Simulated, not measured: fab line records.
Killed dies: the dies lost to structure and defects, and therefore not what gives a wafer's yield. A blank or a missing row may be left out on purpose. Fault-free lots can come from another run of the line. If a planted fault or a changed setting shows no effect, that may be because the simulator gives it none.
The tool behind it: which one? :: flow sky130 :: 10 lots, 30 wafers sampled, at 4 steps of a route of 708

## WHAT EACH GAUGE READ, for each wafer
SKY_VIA4_RS_MEAS_19: measures by four-point-probe.
lot: L281
measured: day 43 03:57
on: film metro-02
VIA4_W_RS (ohm/sq): 0.2300 0.2261 0.2300

lot: L285
measured: day 44 14:10
on: film metro-04
VIA4_W_RS (ohm/sq): 0.2301 0.2301 0.2286

lot: L287
measured: day 44 21:01
on: film metro-01
VIA4_W_RS (ohm/sq): 0.2280 0.2284 0.2278

lot: L292
measured: day 46 01:53
on: film metro-01
VIA4_W_RS (ohm/sq): 0.2278 0.2269 0.2265

lot: L296
measured: day 47 04:06
on: film metro-01
VIA4_W_RS (ohm/sq): 0.2272 0.2259 0.2261

lot: L294
measured: day 47 08:36
on: film metro-01
VIA4_W_RS (ohm/sq): 0.1755 0.1764 0.2253 0.1754 0.1764 0.2252

lot: L299
measured: day 48 10:26
on: film metro-02
VIA4_W_RS (ohm/sq): 0.2275 0.1767 0.1761 0.2275 0.1764 0.1762

lot: L301
measured: day 48 11:08
on: film metro-04
VIA4_W_RS (ohm/sq): 0.2264 0.2251 0.2238

lot: L302
measured: day 49 00:57
on: film metro-04
VIA4_W_RS (ohm/sq): 0.2265 0.2254 0.2249

lot: L303
measured: day 49 06:25
on: film metro-01
VIA4_W_RS (ohm/sq): 0.2276 0.2278 0.2299

## WHICH TOOL RAN EACH LOT (tool, then ch and the chambers of the sampled wafers, then the start)
lot: L281
SKY_METAL4_SPUTTER_00: pvd sputter-02, day 40 06:12
SKY_CAP2M_SPUTTER_02: pvd sputter-04, day 40 06:26
SKY_VIA4_CVD_18: cvd w-01 ch 0,1, day 43 03:48

lot: L285
SKY_METAL4_SPUTTER_00: pvd sputter-01, day 41 13:47
SKY_CAP2M_SPUTTER_02: pvd sputter-03, day 41 14:01
SKY_VIA4_CVD_18: cvd w-01 ch 0,1, day 44 14:02

lot: L287
SKY_METAL4_SPUTTER_00: pvd sputter-04, day 41 20:54
SKY_CAP2M_SPUTTER_02: pvd sputter-02, day 41 21:08
SKY_VIA4_CVD_18: cvd w-01 ch 0,1, day 44 20:52

lot: L292
SKY_METAL4_SPUTTER_00: pvd sputter-04, day 43 06:27
SKY_CAP2M_SPUTTER_02: pvd sputter-02, day 43 06:44
SKY_VIA4_CVD_18: cvd w-02 ch 0,1, day 46 01:44

lot: L296
SKY_METAL4_SPUTTER_00: pvd sputter-02, day 44 12:20
SKY_CAP2M_SPUTTER_02: pvd sputter-04, day 44 12:34
SKY_VIA4_CVD_18: cvd w-01 ch 0,1, day 47 03:56

lot: L294
SKY_METAL4_SPUTTER_00: pvd sputter-02, day 44 16:41
SKY_CAP2M_SPUTTER_02: pvd sputter-03, day 44 16:55
SKY_VIA4_CVD_18: cvd w-01 ch 0,1, day 47 08:26

lot: L299
SKY_METAL4_SPUTTER_00: pvd sputter-04, day 45 19:31
SKY_CAP2M_SPUTTER_02: pvd sputter-02, day 45 19:45
SKY_VIA4_CVD_18: cvd w-01 ch 0,1, day 48 10:17

lot: L301
SKY_METAL4_SPUTTER_00: pvd sputter-01, day 45 20:53
SKY_CAP2M_SPUTTER_02: pvd sputter-02, day 45 21:07
SKY_VIA4_CVD_18: cvd w-02 ch 0,1, day 48 10:59

lot: L302
SKY_METAL4_SPUTTER_00: pvd sputter-02, day 46 13:47
SKY_CAP2M_SPUTTER_02: pvd sputter-03, day 46 14:02
SKY_VIA4_CVD_18: cvd w-02 ch 1, day 49 00:41

lot: L303
SKY_METAL4_SPUTTER_00: pvd sputter-02, day 46 18:43
SKY_CAP2M_SPUTTER_02: pvd sputter-03, day 46 18:59
SKY_VIA4_CVD_18: cvd w-02 ch 0,1, day 49 06:15
- SKY_METAL4_SPUTTER_00: material Ti, target thk 15 nm, time 10 s.
- SKY_CAP2M_SPUTTER_02: material TiN, target thk 200 nm, time 166.7 s.
- SKY_VIA4_CVD_18: deposits W, target thk 505 nm, time 152.14 s.

## THE ANSWER, worked out from the rows above alone
Rule: the usual values come from the lots themselves. Put in order of their means at a reading, lots are off if they are a third of the lots or fewer, leave a main group of 4 or more, and stand apart from it by a gap of 3 or more times the standard deviation of the main group's means; of several such gaps the widest counts. The tables above print the reading to a certain number of digits; a main group whose means all agree to those digits is not used. Also off: a lot with no number at a reading for which 4 or more lots have one. Where the step has rows for the other lots, those lots are counted as sound.
Off: at SKY_VIA4_RS_MEAS_19 (VIA4_W_RS), L294, L299. The main group has a mean of 0.2274 ohm/sq with a standard deviation of 0.0015.
A tool fits if, at a process step before that reading, it ran every lot that is off, and no sound lot after the first of them. The gauges at SKY_VIA4_RS_MEAS_19 are tried like those tools. One candidate fits, namely cvd w-01 at SKY_VIA4_CVD_18. Its last sound lot is L296 (day 47 03:56), its first lot that is off L294 (day 47 08:26): a fault that began between those two fits.

## WHAT HAD BEEN PUT IN BY THE SIMULATOR
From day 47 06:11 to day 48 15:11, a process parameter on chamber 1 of cvd w-01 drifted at SKY_VIA4_CVD_18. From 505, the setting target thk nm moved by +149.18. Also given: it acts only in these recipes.
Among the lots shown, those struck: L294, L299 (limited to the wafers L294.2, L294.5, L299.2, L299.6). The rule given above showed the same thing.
